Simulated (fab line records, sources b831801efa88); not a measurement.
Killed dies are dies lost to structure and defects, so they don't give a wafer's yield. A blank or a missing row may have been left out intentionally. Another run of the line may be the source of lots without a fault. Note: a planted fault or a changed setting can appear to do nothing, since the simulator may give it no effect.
The tool behind it: which one? -- flow gf180mcu -- 13 lots, 39 wafers sampled, at 3 steps of a route of 602

== WHAT THE GAUGES READ, wafer by wafer ==
GF_V5_RS_MEAS_24: uses a four-point probe to measure. Usual: V5_W_RS 0.326 ohm/sq, standard deviation 0.0036.
lot,measured,on,V5_W_RS (ohm/sq),flag
L685,day 27 04:23,filmMetro-01,0.329 0.325 0.331,
L686,day 27 14:25,filmMetro-04,0.333 0.332 0.329,
L687,day 27 20:17,filmMetro-04,0.321 0.325 0.323,
L688,day 28 14:46,filmMetro-02,0.329 0.332 0.329,
L692,day 29 09:34,filmMetro-02,0.329 0.322 0.326,
L694,day 29 23:44,filmMetro-04,0.326 0.327 0.323,
L699,day 31 12:41,filmMetro-04,0.330 0.326 0.330,
L700,day 31 22:38,filmMetro-04,0.316 0.322 0.321,
L701,day 32 00:40,filmMetro-04,0.322 0.321 0.322,
L702,day 32 06:19,filmMetro-04,0.327 0.331 0.326,
L703,day 32 13:37,filmMetro-01,0.321 0.327 0.323,
L704,day 32 15:56,filmMetro-01,0.321 0.323 0.323,
L708,day 33 13:53,filmMetro-01,0.330 0.330 0.325,

== EACH LOT AND THE TOOL THAT RAN IT (in order: tool; ch and the chambers of the sampled wafers; start) ==
lot,GF_M4_SPUTTER_00,GF_V5_SPUTTER_21
L685,"pvdSputter-04, day 22 08:59","pvdSputter-02, day 27 04:06"
L686,"pvdSputter-01, day 22 19:22","pvdSputter-02, day 27 14:12"
L687,"pvdSputter-01, day 23 01:14","pvdSputter-03, day 27 20:04"
L688,"pvdSputter-04, day 23 17:25","pvdSputter-02, day 28 14:32"
L692,"pvdSputter-01, day 24 22:55","pvdSputter-02, day 29 09:21"
L694,"pvdSputter-02, day 25 13:57","pvdSputter-03, day 29 23:30"
L699,"pvdSputter-02, day 27 08:59","pvdSputter-02, day 31 12:29"
L700,"pvdSputter-01, day 27 20:02","pvdSputter-03, day 31 22:26"
L701,"pvdSputter-02, day 27 21:14","pvdSputter-02, day 32 00:26"
L702,"pvdSputter-01, day 28 04:20","pvdSputter-02, day 32 06:00"
L703,"pvdSputter-04, day 28 13:40","pvdSputter-03, day 32 13:23"
L704,"pvdSputter-02, day 28 16:22","pvdSputter-01, day 32 15:42"
L708,"pvdSputter-01, day 29 17:47","pvdSputter-01, day 33 13:41"
- GF_M4_SPUTTER_00: material Ti, target thk 37.5 nm, time 150 s.
- GF_V5_SPUTTER_21: material Ti, target thk 15 nm, time 80.02 s.

== WHAT THE TOOLS THEMSELVES READ (means of the sampled wafers that have a number; where no wafer has one, the mark that the record gives instead) ==
GF_M4_SPUTTER_00. Usual: throttleValvePct reads 29.8 % (standard deviation 0.91).
lot,tool,throttleValvePct (%),flag
L685,pvdSputter-04,30.0,
L686,pvdSputter-01,29.7,
L687,pvdSputter-01,29.7,
L688,pvdSputter-04,30.6,
L692,pvdSputter-01,29.1,
L694,pvdSputter-02,30.2,
L699,pvdSputter-02,29.7,
L700,pvdSputter-01,28.8,
L701,pvdSputter-02,29.7,
L702,pvdSputter-01,29.0,
L703,pvdSputter-04,30.9,
L704,pvdSputter-02,29.7,
L708,pvdSputter-01,29.2,

GF_V5_SPUTTER_21. Usual: throttleValvePct reads 29.7 % (standard deviation 0.76).
lot,tool,throttleValvePct (%),flag
L685,pvdSputter-02,29.8,
L686,pvdSputter-02,29.0,
L687,pvdSputter-03,29.7,
L688,pvdSputter-02,29.8,
L692,pvdSputter-02,29.5,
L694,pvdSputter-03,29.5,
L699,pvdSputter-02,30.2,
L700,pvdSputter-03,29.9,
L701,pvdSputter-02,29.6,
L702,pvdSputter-02,30.3,
L703,pvdSputter-03,29.9,
L704,pvdSputter-01,29.5,
L708,pvdSputter-01,29.7,

== THE ANSWER, worked out from the rows above alone ==
Rule: take the mean of a lot's wafers that have a number; if it is more than 3 standard deviations from the usual mean, the lot is off. A lot without any number at a reading at which 4 lots or more have one is off too. Where the step has rows for the other lots, those lots are counted as sound. The gauges are gone through in route order, then the tools' own readings, and for those a lot's mean is taken as printed above. The first step at which some lot is off is used, and at that step the reading that is off furthest; a lot without a number counts as furthest.
Across all readings shown, no lot is off: no conclusion can be drawn from this.

== WHAT WAS PUT IN BY THE SIMULATOR ==
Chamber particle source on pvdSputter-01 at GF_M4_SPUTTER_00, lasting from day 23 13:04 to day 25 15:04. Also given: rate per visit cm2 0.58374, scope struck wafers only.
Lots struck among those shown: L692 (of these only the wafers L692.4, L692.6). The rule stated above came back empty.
